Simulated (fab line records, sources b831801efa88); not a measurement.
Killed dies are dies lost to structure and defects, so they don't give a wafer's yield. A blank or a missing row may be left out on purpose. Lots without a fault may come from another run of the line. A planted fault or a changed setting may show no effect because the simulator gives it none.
A struck lot beside a sound one | flow sky130 | 43 steps out of a route of 708
Sound: wafers L645.1, L645.2, L645.5. Struck: wafers L636.2, L636.3, L636.5. The cause comes at the end.
At each step with rows: each side's tool, then ch and its chambers, then its first start. Under that, the readings that differ: sound wafers | struck wafers | difference of the means | sigmas: that difference in standard deviations of wafers without a fault.
alike: readings whose means differ by less than 2 such deviations, and words and numbers that are the same on both sides. not compared: withheld readings, readings that some wafer has no value for, bounds like >300 that may hide the same value, and numbers for which the record gives no deviation and whose values overlap.
The two part at a step that has a row with sigmas, a row that says differs or no value, or rows on one side only. Numbers that don't overlap but have no deviation are shown without sigmas and don't part them. A reading that every wafer of one side lacks parts them only if that side has two wafers or more.

first, 1 step without rows for these wafers: SKY_VT_ADJUST_HVTR_IMPLANT_09.
SKY_VT_ADJUST_HVTR_STRIP_10: strips in O2/N2.
  sound on plasma_asher-04 ch 0,1, day 15 11:37; struck on plasma_asher-01 ch 0,1, day 12 17:28
  alike: chamber_pressure_mTorr, drypump_motor_current_A, oes_product_au, strip_time_to_endpoint_s
  not compared: rf_hours_counter_h
SKY_VT_ADJUST_HVTR_TW_MEAS_11:
  sound on film_metro-01, day 15 11:43; struck on film_metro-01, day 12 17:35
  alike: VT_ADJUST_HVTR_TW
then, 7 steps without rows for these wafers: SKY_VT_ADJUST_PCH_DEHYDRATE_00 (time 60 s); SKY_VT_ADJUST_PCH_HMDS_01 (prime time 60 s); SKY_VT_ADJUST_PCH_COAT_02 (resist thk 3000 nm); SKY_VT_ADJUST_PCH_SOFTBAKE_03; SKY_VT_ADJUST_PCH_EXPOSE_04 (exposes mask NWM, target cd 840 nm); SKY_VT_ADJUST_PCH_PEB_05; SKY_VT_ADJUST_PCH_DEVELOP_06 (develop time 60 s).
SKY_VT_ADJUST_PCH_OVL_MEAS_07:
  sound on overlay-01, day 16 15:13; struck on overlay-01, day 13 19:10
  alike: VT_ADJUST_PCH_OVL
then, 1 step without rows for these wafers: SKY_VT_ADJUST_PCH_IMPLANT_08.
SKY_VT_ADJUST_PCH_STRIP_09: strips in O2/N2.
  sound on plasma_asher-01 ch 0,1, day 16 15:24; struck on plasma_asher-04 ch 0,1, day 13 19:21
  alike: chamber_pressure_mTorr, drypump_motor_current_A, oes_product_au, strip_time_to_endpoint_s
  not compared: rf_hours_counter_h
SKY_VT_ADJUST_PCH_TW_MEAS_10:
  sound on film_metro-01, day 16 15:30; struck on film_metro-03, day 13 19:28
  reading          | sound             | struck            | difference | sigmas
  VT_ADJUST_PCH_TW | 141.8 141.8 141.7 | 144.7 145.1 145.1 | +3.2       | +3
then, 7 steps without rows for these wafers: SKY_SONOS_TUNNEL_DEHYDRATE_00 (time 60 s); SKY_SONOS_TUNNEL_HMDS_01 (prime time 60 s); SKY_SONOS_TUNNEL_COAT_02 (resist thk 1140 nm); SKY_SONOS_TUNNEL_SOFTBAKE_03 (time 60 s); SKY_SONOS_TUNNEL_EXPOSE_04 (exposes mask TUNM, target cd 410 nm); SKY_SONOS_TUNNEL_PEB_05; SKY_SONOS_TUNNEL_DEVELOP_06 (develop time 60 s).
SKY_SONOS_TUNNEL_CD_MEAS_07: target cd 410 nm.
  sound on cd_sem-01, day 17 19:46; struck on cd_sem-02, day 14 21:32
  alike: cd_nm
SKY_SONOS_TUNNEL_OVL_MEAS_08:
  sound on overlay-02, day 17 19:53; struck on overlay-01, day 14 21:38
  alike: SONOS_TUNNEL_OVL
then, 3 steps without rows for these wafers: SKY_SONOS_TUNNEL_IMPLANT_09; SKY_SONOS_TUNNEL_WET_ETCH_10 (etches SiO2 in dHF, target depth 14 nm, time 280 s); SKY_SONOS_TUNNEL_STRIP_11 (strips in SPM, time 600 s).
SKY_SONOS_TUNNEL_TW_MEAS_12:
  sound on film_metro-02, day 17 20:20; struck on film_metro-03, day 14 22:07
  alike: SONOS_TUNNEL_TW
then, 2 steps without rows for these wafers: SKY_SONOS_TUNNEL_CLEAN_13 (cleans in dHF, time 20 s); SKY_SONOS_ONO_OXIDATION_00 (stabilise 600 s, purge 300 s, target thk 2.6 nm).
SKY_SONOS_ONO_THK_MEAS_01:
  sound on film_metro-01, day 17 22:34; struck on film_metro-01, day 15 02:00
  alike: SONOS_ONO_OXIDATION_THK
then, 1 step without rows for these wafers: SKY_SONOS_ONO_CVD_02 (deposits Si3N4 from DCS/NH3, target thk 10.5 nm, time 180 s).
SKY_SONOS_ONO_THK_MEAS_03:
  sound on film_metro-01, day 17 23:41; struck on film_metro-03, day 15 03:07
  alike: SONOS_ONO_CVD_02_THK
then, 1 step without rows for these wafers: SKY_SONOS_ONO_CVD_04 (deposits SiO2 from SiH4/N2O, target thk 5.7199 nm).
SKY_SONOS_ONO_THK_MEAS_05:
  sound on film_metro-04, day 18 01:37; struck on film_metro-01, day 15 04:25
  alike: SONOS_ONO_CVD_04_THK
then, 7 steps without rows for these wafers: SKY_SONOS_ONO_DEHYDRATE_06 (time 60 s); SKY_SONOS_ONO_HMDS_07 (prime time 60 s); SKY_SONOS_ONO_COAT_08 (resist thk 1140 nm); SKY_SONOS_ONO_SOFTBAKE_09 (time 60 s); SKY_SONOS_ONO_EXPOSE_10 (exposes mask ONOM, target cd 410 nm); SKY_SONOS_ONO_PEB_11; SKY_SONOS_ONO_DEVELOP_12 (develop time 60 s).
SKY_SONOS_ONO_CD_MEAS_13: target cd 410 nm.
  sound on cd_sem-02, day 19 07:28; struck on cd_sem-02, day 16 07:43
  reading    | sound             | struck            | difference | sigmas
  cd_nm (nm) | 406.0 406.1 407.6 | 410.9 413.2 412.5 | +5.6       | +3
-- the record jumps here: 32 days lie between the struck wafers' starts before and after (it left off in module SONOS_ONO and takes up again in module PAD_OPEN, whose first step shown is number 708 of the route) --
SKY_PAD_OPEN_PROBE_99:
  sound on prober-01, day 50 06:49; struck on prober-02, day 48 15:35
  reading             | sound    | struck      | difference | sigmas
  killed_at_front_end | 15 13 13 | 82 49 52    | +47        | +11
  killed_dies         | 88 84 75 | 135 118 123 | +43        | +5
  alike: killed_at_M0_to_M3, killed_at_M4_up, killed_at_contacts, killed_at_other, killed_open, killed_short

WHERE THEY PART
First at SKY_VT_ADJUST_PCH_TW_MEAS_10; last, within this record, at SKY_PAD_OPEN_PROBE_99.

WHY: what the simulator had put in
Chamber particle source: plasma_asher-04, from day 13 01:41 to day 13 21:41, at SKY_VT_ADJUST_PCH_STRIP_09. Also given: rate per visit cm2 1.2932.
